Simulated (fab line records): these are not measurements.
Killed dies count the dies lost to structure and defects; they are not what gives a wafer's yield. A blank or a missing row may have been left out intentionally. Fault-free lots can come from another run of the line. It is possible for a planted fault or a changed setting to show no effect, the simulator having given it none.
The tool behind it: which one?    flow sky130    11 lots, 33 wafers sampled, at 3 steps of a route of 708

## WHAT EACH GAUGE READ, for each wafer
SKY_SD_P_CD_MEAS_07: the cd target is 380 nm.
lot   measured      on         cd-nm (nm)
L210  day 25 09:43  cd-sem-02  379.7 381.1 378.6
L214  day 26 12:24  cd-sem-01  378.8 380.3 382.9
L216  day 27 22:53  cd-sem-02  377.7 380.2 380.4
L218  day 28 13:18  cd-sem-02  380.2 380.9 383.7
L219  day 28 16:39  cd-sem-02  384.5 379.6 382.2
L227  day 31 10:55  cd-sem-02  378.2 380.2 380.0
L229  day 32 05:53  cd-sem-02  377.9 378.1 376.9
L230  day 32 12:47  cd-sem-01  380.2 380.2 381.4
L231  day 32 13:59  cd-sem-01  382.9 383.4 383.9
L232  day 32 19:40  cd-sem-02  375.6 377.1 374.8
L233  day 33 08:01  cd-sem-01  380.1 380.2 380.4

## WHICH TOOL RAN EACH LOT (tool, then ch and the chambers of the sampled wafers, then the start)
lot   SKY_FIELD_ISO_ETCH_14              SKY_FIELD_ISO_STRIP_16
L210  rie-diel-01 ch 0,1,2, day 2 04:41  plasma-asher-02 ch 0,1, day 2 04:47
L214  rie-diel-03 ch 0,2,3, day 3 01:47  plasma-asher-02 ch 0,1, day 3 01:53
L216  rie-diel-03 ch 0,1,2, day 3 11:52  plasma-asher-02 ch 1, day 3 11:58
L218  rie-diel-03 ch 0,2, day 4 01:20    plasma-asher-03 ch 1, day 4 01:26
L219  rie-diel-03 ch 0,1,2, day 4 04:43  plasma-asher-03 ch 0, day 4 04:49
L227  rie-diel-04 ch 0,2,3, day 5 23:37  plasma-asher-02 ch 0,1, day 5 23:43
L229  rie-diel-03 ch 1,2,3, day 6 10:01  plasma-asher-03 ch 0,1, day 6 10:07
L230  rie-diel-01 ch 0,3, day 6 15:35    plasma-asher-02 ch 0,1, day 6 15:43
L231  rie-diel-03 ch 1,2,3, day 6 17:37  plasma-asher-04 ch 0,1, day 6 17:43
L232  rie-diel-04 ch 0,2,3, day 6 23:28  plasma-asher-03 ch 0,1, day 6 23:34
L233  rie-diel-04 ch 0,1, day 7 04:23    plasma-asher-04 ch 0, day 7 04:29
- SKY_FIELD_ISO_ETCH_14: etches BARC in N2/H2, stops on SiO2, time 45.9 s, target depth 60 nm.
- SKY_FIELD_ISO_STRIP_16: strips in O2/N2.

## THE ANSWER, worked out from the rows above alone
Rule: what is usual is taken from the lots themselves. The widest of any qualifying gaps counts: lots, ordered by their means at a reading, are off when they make up no more than a third of the lots, leave a main group of 4 or more, and stand apart from it by 3 or more times the standard deviation of that group's means. Not used: any main group whose means are identical at the precision the tables above print for the reading. A lot without any number at a reading at which 4 lots or more have one is off too. Any other lot the step has rows for is counted as sound.
Nothing can be told from this: no lot is off at any reading shown.

## WHAT THE SIMULATOR HAD PUT IN
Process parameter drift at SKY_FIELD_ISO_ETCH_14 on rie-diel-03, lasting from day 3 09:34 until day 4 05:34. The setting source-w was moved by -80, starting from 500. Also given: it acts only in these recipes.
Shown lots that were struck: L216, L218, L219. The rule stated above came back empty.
